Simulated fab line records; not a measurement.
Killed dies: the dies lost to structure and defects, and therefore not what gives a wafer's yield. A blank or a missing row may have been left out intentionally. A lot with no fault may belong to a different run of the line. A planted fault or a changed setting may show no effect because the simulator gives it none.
fab line records -- flow gf180mcu
[record] lots = 6, wafers = 18, last-day = 34
route steps=602 shown MVPSD@84 VT_IMPLANT@90
lots that met no fault: taken from a fault-free run of the same line
start-h: the number of hours between the record's first day and the start of the first shown wafer of the lot -- wait-h: hours from the lot's prior step to this one -- " unchanged from the row above -- L1.1+2: several wafers, shown together as one row -- - no value, or no start given -- * or withheld: withheld -- < > ~ a bound
route shown NAME@n: NAME is a module with steps in the file, n the number in the route of the first one -- usual: the fault-free wafers' mean and standard deviation -- same: alike in all rows -- chamber/n: place in a boat -- sites: readings site by site -- _std_site: how widely they spread, as a standard deviation -- _edge_site: mean of outer sites minus mean of inner sites -- radius-mm: for every site, how far away it sits from the centre of the wafer -- mask NAME#n: copy n -- behind: the most recent tool/chamber to have shaped the wafer -- hold: the reason the lot was held/the length of the hold in hours/how it ended -- device: whichever transistor did not switch (one of n, p or np) -- end of line: tests run on the same wafers once the route is complete -- for a step that has no rows: nothing shown but its recipe -- killed: the dies lost at the first sort to structure and to defects; this is not the yield of the wafer -- map: dies across one wafer; x = killed, . = not, _ = none there
set.NAME: the setting that was run; set.NAME@STEP: the one run at that earlier step -- model.NAME: the simulator's own value behind a step, which no gauge read
certain route steps with their lots: each step a table, each wafer a row
services: when a tool's chamber went out of use (start-h, in hours from the record's first day, below 0 if earlier), for how many hours, and the reason
[[steps]]
[step GF_MVPSD_DEVELOP_06]
[recipe] wall-angle-deg = 90, develop-time-s = 60, dev-temp-c = 23
[step GF_MVPSD_OVL_MEAS_07]
[usual] MVPSD_OVL = -0.1/1.3
lot.wafer,tool,chamber,start-h,wait-h,MVPSD_OVL[nm]
L982.1,overlay-02,-,107.83,-,1.3
L982.5,overlay-02,-,107.83,-,1.5
L982.6,overlay-02,-,107.83,-,1.4
L988.3,overlay-01,-,137.52,-,-1.0
L988.4,overlay-01,-,137.52,-,0.2
L988.6,overlay-01,-,137.52,-,-1.0
L990.1,overlay-01,-,148.07,-,0.1
L990.3,overlay-01,-,148.07,-,-2.0
L990.4,overlay-01,-,148.07,-,-1.5
L991.1,overlay-01,-,156.27,-,-2.5
L991.3,overlay-01,-,156.27,-,0.3
L991.6,overlay-01,-,156.27,-,-0.9
L101.2,overlay-01,-,214.33,-,-1.7
L101.5,overlay-01,-,214.33,-,-2.2
L101.6,overlay-01,-,214.33,-,0.3
L104.1,overlay-02,-,233.33,-,1.8
L104.3,overlay-02,-,233.33,-,0.6
L104.6,overlay-02,-,233.33,-,2.2
[step GF_MVPSD_IMPLANT_08]
[recipe] species = B, energy-kev = 170, dose-cm2 = 1.5e+13, tilt-deg = 0
[step GF_MVPSD_IMPLANT_09]
[recipe] species = B, energy-kev = 40, dose-cm2 = 5.047e+12, tilt-deg = 0
[step GF_MVPSD_STRIP_10]
[recipe] chemistry = O2/N2, power-w = 1400, pressure-mtorr = 1500, platen-temp-c = 250, o2-flow-sccm = 3000, n2-flow-sccm = 300, overash-fraction = 0.5
[usual] drypump-motor-current-A = 5.9/0.54, heater-power-w = 325/14, oes-product-au = 0.723/0.0044, platen-temp-c = 250.01/0.17, strip-time-to-endpoint-s = 36.96/0.11
lot.wafer,tool,chamber,start-h,wait-h,drypump-motor-current-A,heater-power-w,oes-product-au,platen-temp-c,rf-hours-counter-h,strip-time-to-endpoint-s
L982.1,plasma-asher-04,0,108.16,0.1,6.1,350,0.726,250.05,46,37.05
L982.5,plasma-asher-04,1,108.16,0.1,6.7,316,0.719,249.83,-,37.00
L982.6,plasma-asher-04,0,108.16,0.1,6.1,350,0.730,250.16,-,37.00
L988.3,plasma-asher-04,1,137.88,0.1,6.7,326,0.727,250.10,-,36.89
L988.4,plasma-asher-04,0,137.88,0.1,6.1,351,0.719,249.77,-,37.03
L988.6,plasma-asher-04,0,137.88,0.1,6.1,347,0.727,250.15,-,37.01
L990.1,plasma-asher-03,1,148.41,0.1,5.2,309,0.724,249.84,36,37.05
L990.3,plasma-asher-03,0,148.41,0.1,6.2,329,0.715,249.70,-,37.08
L990.4,plasma-asher-03,1,148.41,0.1,5.2,309,0.724,249.90,-,37.03
L991.1,plasma-asher-03,1,156.61,0.1,5.2,312,0.714,250.32,36,36.90
L991.3,plasma-asher-03,0,156.61,0.1,6.2,335,0.723,250.29,-,36.87
L991.6,plasma-asher-03,0,156.61,0.1,6.2,332,0.729,250.09,-,36.86
L101.2,plasma-asher-01,0,214.66,0.1,5.2,315,0.720,249.84,53,36.89
L101.5,plasma-asher-01,0,214.66,0.1,5.2,308,0.716,249.91,-,36.85
L101.6,plasma-asher-01,1,214.66,0.1,5.9,328,0.722,250.03,-,36.83
L104.1,plasma-asher-01,1,233.66,0.1,5.9,327,0.719,250.09,55,37.00
L104.3,plasma-asher-01,1,233.66,0.1,5.9,318,0.721,250.22,-,37.00
L104.6,plasma-asher-01,1,233.66,0.1,5.9,319,0.725,249.84,-,36.91
[step GF_MVPSD_TW_MEAS_11]
[usual] MVPSD_TW = 559/3.8
lot.wafer,tool,chamber,start-h,wait-h,MVPSD_TW
L982.1,film-metro-03,-,108.26,0.1,558
L982.5,film-metro-03,-,108.26,0.1,557
L982.6,film-metro-03,-,108.26,0.1,562
L988.3,film-metro-01,-,137.97,0.1,550
L988.4,film-metro-01,-,137.97,0.1,550
L988.6,film-metro-01,-,137.97,0.1,548
L990.1,film-metro-03,-,148.51,0.1,557
L990.3,film-metro-03,-,148.51,0.1,564
L990.4,film-metro-03,-,148.51,0.1,558
L991.1,film-metro-03,-,156.71,0.1,558
L991.3,film-metro-03,-,156.71,0.1,559
L991.6,film-metro-03,-,156.71,0.1,561
L101.2,film-metro-04,-,214.77,0.1,559
L101.5,film-metro-04,-,214.77,0.1,559
L101.6,film-metro-04,-,214.77,0.1,560
L104.1,film-metro-03,-,233.76,0.1,562
L104.3,film-metro-03,-,233.76,0.1,562
L104.6,film-metro-03,-,233.76,0.1,562
[step GF_VT_IMPLANT_DEHYDRATE_00]
[recipe] temp-c = 200, time-s = 60
[step GF_VT_IMPLANT_HMDS_01]
[recipe] prime-time-s = 60, prime-temp-c = 120
[step GF_VT_IMPLANT_COAT_02]
[recipe] resist = NOVOLAK, spin-rpm = 3000, resist-thk-nm = 1000
[step GF_VT_IMPLANT_SOFTBAKE_03]
[recipe] temp-c = 90, time-s = 60, resist = NOVOLAK
[step GF_VT_IMPLANT_EXPOSE_04]
[recipe] mask-id = LVPWELL_LV_AREA, target-cd-nm = 600, na = 0.6, source-shape = conventional, sigma-outer = 0.6, dose-mj = 140
[step GF_VT_IMPLANT_PEB_05]
[recipe] temp-c = withheld, time-s = *, resist = NOVOLAK
[step GF_VT_IMPLANT_DEVELOP_06]
[recipe] develop-time-s = 60, dev-temp-c = 23
[usual] chill-plate-temp-C = 23.01/0.1, develop-time-s = 60/0
lot.wafer,tool,chamber,start-h,wait-h,chill-plate-temp-C,develop-time-s
L982.1,litho-track-01,0,122.91,0.1,23.05,60
L982.5,litho-track-01,0,122.91,0.1,23.00,60
L982.6,litho-track-01,0,122.91,0.1,23.14,60
L988.3,litho-track-01,0,153.66,0.1,22.92,60
L988.4,litho-track-01,0,153.66,0.1,22.93,60
L988.6,litho-track-01,0,153.66,0.1,22.89,60
L990.1,litho-track-01,-,164.91,0.1,-,-
L990.3,litho-track-01,-,164.91,0.1,-,-
L990.4,litho-track-01,-,164.91,0.1,-,-
L991.1,litho-track-04,-,172.57,0.1,-,-
L991.3,litho-track-04,-,172.57,0.1,-,-
L991.6,litho-track-04,-,172.57,0.1,-,-
L101.2,litho-track-04,0,232.50,0.1,22.92,60
L101.5,litho-track-04,0,232.50,0.1,22.97,60
L101.6,litho-track-04,0,232.50,0.1,23.30,60
L104.1,litho-track-04,0,251.97,0.1,23.10,60
L104.3,litho-track-04,0,251.97,0.1,23.21,60
L104.6,litho-track-04,0,251.97,0.1,22.96,60
[step GF_VT_IMPLANT_OVL_MEAS_07]
[usual] VT_IMPLANT_OVL = 0.5/1.5
lot.wafer,tool,chamber,start-h,wait-h,VT_IMPLANT_OVL[nm]
L982.1,overlay-01,-,123.06,0.1,-0.8
L982.5,overlay-01,-,123.06,0.1,-0.2
L982.6,overlay-01,-,123.06,0.1,-1.8
L988.3,overlay-02,-,153.77,0.1,1.7
L988.4,overlay-02,-,153.77,0.1,2.3
L988.6,overlay-02,-,153.77,0.1,0.1
L990.1,overlay-02,-,165.06,0.1,-
L990.3,overlay-02,-,165.06,0.1,-
L990.4,overlay-02,-,165.06,0.1,-
L991.1,overlay-02,-,172.72,0.1,-
L991.3,overlay-02,-,172.72,0.1,-
L991.6,overlay-02,-,172.72,0.1,-
L101.2,overlay-01,-,232.63,0.1,-0.4
L101.5,overlay-01,-,232.63,0.1,1.2
L101.6,overlay-01,-,232.63,0.1,-1.1
L104.1,overlay-02,-,252.12,0.1,0.8
L104.3,overlay-02,-,252.12,0.1,2.4
L104.6,overlay-02,-,252.12,0.1,2.7
[[services]]
tool,chamber,start-h,hours,kind
plasma-asher-03,-,137.49,3.1,repair
plasma-asher-01,-,159.35,4.0,repair
plasma-asher-01,-,170.82,2.8,pm
[[key]]
[first-sign] step = GF_VT_IMPLANT_DEVELOP_06, reading = tool-record, direction = missing
effect none on later readings
met-at GF_VT_IMPLANT_DEVELOP_06
struck-wafers L990.1,L990.3,L990.4,L991.1,L991.3,L991.6
later-rows-left-out L990.1,L990.3,L990.4,L991.1,L991.3,L991.6
sort-left-out L990.1,L990.3,L990.4,L991.1,L991.3,L991.6
tester-left-out L990,L991
onset-between 153.66 164.91
[fault] kind = skipped-step-whole, tool = litho-track-01,litho-track-04, chamber = -, onset-h = 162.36, steps = GF_VT_IMPLANT_DEVELOP_06, scope = struck-lots-only
// tester-left-out: of these lots the tester's yield and bins aren't shown, on N5 and GAA mostly nor the transistor test; their killed dies are dies lost to structure and defects alone, not to doping, threshold or leakage, so they don't give the yield
// sort-left-out: the simulated sort isn't trusted on such a fault, so these wafers' sort isn't shown, and their yield isn't known
// later-rows-left-out: the simulator's readings of these wafers behind a module that went badly wrong aren't trusted and aren't shown, but for the sort
